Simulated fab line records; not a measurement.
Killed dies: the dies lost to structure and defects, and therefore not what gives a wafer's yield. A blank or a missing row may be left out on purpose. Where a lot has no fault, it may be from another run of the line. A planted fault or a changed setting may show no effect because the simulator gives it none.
Matching of chambers ; flow sfq-line ; SFQ_TRILAYER_I7_CMP_CMP_184 on cmp-02: 4 sister chambers
The step polishes SiO2. 4 wafers are shown with their chamber, then 9 later ones without.

## WAFERS PAIRED WITH THEIR CHAMBERS
wafer;chamber;motor-current-A (A)
L626.6;1;12.4
L634.2;3;12.2
L634.4;2;9.0
L634.6;0;10.4

## WAFERS WITHOUT THEIR CHAMBER
wafer;motor-current-A (A)
L636.1;12.2
L636.4;9.7
L636.5;12.2
L639.2;13.0
L639.4;9.4
L639.5;9.5
L640.4;12.8
L640.2;11.8
L640.5;9.1

## THE CHAMBER EACH PASSED THROUGH
wafer;from the rows above;in truth
L636.1;can't be placed: 3 or 1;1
L636.4;can't be placed: 2 or 0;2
L636.5;can't be placed: 3 or 1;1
L639.2;can't be placed: 1 or 3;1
L639.4;can't be placed: 2 or 0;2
L639.5;can't be placed: 2 or 0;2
L640.4;can't be placed: 1 or 3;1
L640.2;can't be placed: 3 or 1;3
L640.5;2;2
Correctly placed: 1 of 9. Can't be placed from these rows: 8 (the true chamber is among the candidates in 8). Placed wrongly: 0.
How it was worked out, from the rows above alone: a wafer's distance from a chamber is the root of the sum, over the readings, of the square of ((its reading less the chamber's mean) divided by the reading's scatter). If the next closest chamber is less than 2 further off than the closest, the wafer can't be placed; otherwise it belongs to the closest. The mean given for a chamber averages the wafers shown for that chamber. The scatter: root of mean squared gap, hidden wafer to nearest shown wafer, with one shown wafer a chamber.
